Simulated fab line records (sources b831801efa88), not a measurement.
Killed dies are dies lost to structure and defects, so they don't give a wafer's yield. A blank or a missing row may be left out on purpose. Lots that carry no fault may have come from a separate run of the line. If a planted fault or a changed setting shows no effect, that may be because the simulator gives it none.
A lot that was struck, set against a sound lot || flow sky130 || 14 steps out of a route of 708
Sound: these wafers, L924.2, L924.3, L924.6. The struck wafers were L932.1, L932.2, L932.3. The cause is named last.
Order at every step that has rows: each side's tool, ch and its chambers, its first start. Under that, the readings that differ: sound wafers || struck wafers || difference of the means || sigmas: that difference in standard deviations of wafers without a fault.
alike: readings with means less than 2 such deviations apart, plus words and numbers identical on both sides. not compared: withheld readings, readings lacking a value on some wafer, bounds such as >300 that could conceal the same value, and numbers that have no deviation in the record and whose values overlap.
The two part at a step that has a row with sigmas, a row that says differs or no value, or rows on one side only. Numbers that have no deviation but don't overlap get no sigmas and don't part them. Lack of a reading on every wafer of one side parts them only where that side has two or more wafers.

first, 8 steps without rows for these wafers: SKY_VIA3_DEHYDRATE_04 (time 60 s); SKY_VIA3_HMDS_05 (prime time 60 s); SKY_VIA3_COAT_06 (resist thk 60 nm); SKY_VIA3_COAT_07 (resist thk 450 nm); SKY_VIA3_SOFTBAKE_08 (time 90 s); SKY_VIA3_EXPOSE_09 (exposes mask VIM3, target cd 200 nm); SKY_VIA3_PEB_10; SKY_VIA3_DEVELOP_11 (develop time 60 s).
SKY_VIA3_CD_MEAS_12 targets a cd of 200 nm.
  struck on cdSem-01, day 42 17:43; sound on cdSem-02, day 40 01:17
{"reading": "cdNm (nm)", "sound": "202.4 203.7 202.5", "struck": "198.0 197.9 199.5", "difference": -4.4, "sigmas": -3}
SKY_VIA3_OVL_MEAS_13:
  struck on overlay-01, day 42 17:50; sound on overlay-02, day 40 01:23
  alike: VIA3_OVL
SKY_VIA3_ETCH_14: etches BARC in N2/H2, stops on SiO2, time 45.9 s, target depth 60 nm.
  sound on rieDiel-03 ch 0,1,2, day 40 01:25; struck on rieDiel-03 ch 0,1,3, day 42 17:52
  alike: drypumpMotorCurrentA, oesProductAu, rfFwdPowerW, throttleValvePct
  not compared: rfHoursCounterH
SKY_VIA3_ETCH_15: etches SiO2 in C4F8/O2/Ar, stops on TiN, target depth 507 nm, time 78 s.
  sound on rieDiel-03 ch 0,1,2, day 40 01:28; struck on rieDiel-03 ch 0,1,3, day 42 17:55
  alike: oesProductAu, rfFwdPowerW
  not compared: rfHoursCounterH
SKY_VIA3_STRIP_16: strips in O2/N2.
  sound on plasmaAsher-03 ch 0,1, day 40 01:31; struck on plasmaAsher-04 ch 0,1, day 42 17:58
  no value came back on the struck wafers for chamberPressureMTorr (mTorr), drypumpMotorCurrentA (A), oesProductAu (a.u.), stripTimeToEndpointS (s); on the sound wafers chamberPressureMTorr (mTorr) reads 1501.9 1499.6 1500.7
{"reading": "model.KrF-thick_of_VIA3_COAT_07.thkNm (nm)", "sound": "0 0 0", "struck": "288.3 291 288.8", "difference": "+289.4", "sigmas": ""}
  not compared: rfHoursCounterH
then, 1 step without rows for these wafers: SKY_VIA3_STRIP_17 (strips in post etch residue remover, time 1200 s).

## WHERE THEY PART
Last at SKY_VIA3_STRIP_16 as far as this record goes, first at SKY_VIA3_CD_MEAS_12.

WHY: what had been put in by the simulator
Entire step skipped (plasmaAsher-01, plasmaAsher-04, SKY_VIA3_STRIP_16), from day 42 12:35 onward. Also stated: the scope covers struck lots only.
